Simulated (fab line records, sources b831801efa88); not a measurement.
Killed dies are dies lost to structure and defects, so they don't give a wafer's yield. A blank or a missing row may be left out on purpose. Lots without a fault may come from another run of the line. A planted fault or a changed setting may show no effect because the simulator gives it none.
Problem report in the 8D (eight disciplines) form, filled by code | flow gf180mcu | the parts of the form that need people (team, actions taken, sign-off) are left out

1. THE PROBLEM
SAB_CVD_00_THK at GF_SAB_THK_MEAS_01 reads a mean of 96.7 nm on 6 wafers of 2 lots; wafers without a fault read 49.9 nm with a standard deviation of 0.7. That is +67 standard deviations from the usual mean.
First seen on wafer L863.3, day 16 19:53, on film_metro-01. The record holds 42 wafers of 14 lots with a number at this step. Rule for "out", or "out of limits": more than 4 standard deviations from the usual mean. The other wafers with a number count as sound.

2. WHAT IT IS AND WHAT IT IS NOT
question                    | is                           | is not
which readings at this step | SAB_CVD_00_THK               | -
which lots                  | L862, L863                   | L855, L856, L857, L860, L868, L869, L871, L873, L874, L876, L877, L878
which wafers of those lots  | all that have a number       | -
read on which gauges        | film_metro-01, film_metro-04 | film_metro-02
when                        | from day 16 19:53            | up to then (12 sound wafers); but 24 sound wafers of L868, L869, L871, L873, L874, L876, L877, L878 came after

3. SUSPECTS, AND WHAT RULES EACH OUT
Counting: a tool at a process step up to the reading stays a suspect if it ran every lot that is out and no sound lot after the first of them.
- the gauge at GF_SAB_THK_MEAS_01: ruled out. The wafers that are out were read on 2 gauges (film_metro-01, film_metro-04).
- pecvd-01 at GF_SAB_CVD_00 (deposits SiO2 from TEOS, target thk 50 nm, time 4.9302 s): ruled out as a lasting fault. Sound lots L874 ran on it after its first lot that is out, L863 (day 16 19:51).
Left after counting: nothing in the record.

4. THE CAUSE (what the simulator had put in)
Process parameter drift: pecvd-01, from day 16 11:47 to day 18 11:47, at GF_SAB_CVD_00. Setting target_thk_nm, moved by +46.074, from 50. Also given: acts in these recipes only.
Counting ruled it out, wrongly: the rule takes a fault to strike every lot that its tool runs from its start on, and this one did not.

5. THE CHAIN OF EFFECTS, in route order
Each row: a reading whose mean over the struck wafers that have a number lies more than 3 standard deviations from the usual. Only readings for which the record gives a usual standard deviation are gone through. hours: the time from each lot's start at the first step in this table that gives one to its start at this step, as a median over the lots. sigmas: the change in usual standard deviations.
hours | step               | reading        | usual   | on struck wafers | change | sigmas
0     | GF_SAB_THK_MEAS_01 | SAB_CVD_00_THK | 49.9 nm | 96.7             | +46.8  | +67
Later measuring or inspecting steps at which every struck wafer that the step has a row for has a number for every such reading, and none has moved that far: GF_CONTACT_CD_MEAS_14.

6. WHAT WOULD HAVE CAUGHT IT SOONER
In this record the first reading out of limits at a measuring or inspecting step was taken at day 16 19:53, 8 hours after the fault began at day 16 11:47.
Of the tool readings at GF_SAB_CVD_00 for which the record gives a usual standard deviation, none was out on any struck wafer, so an alarm limit of 4 standard deviations on them would not have fired.
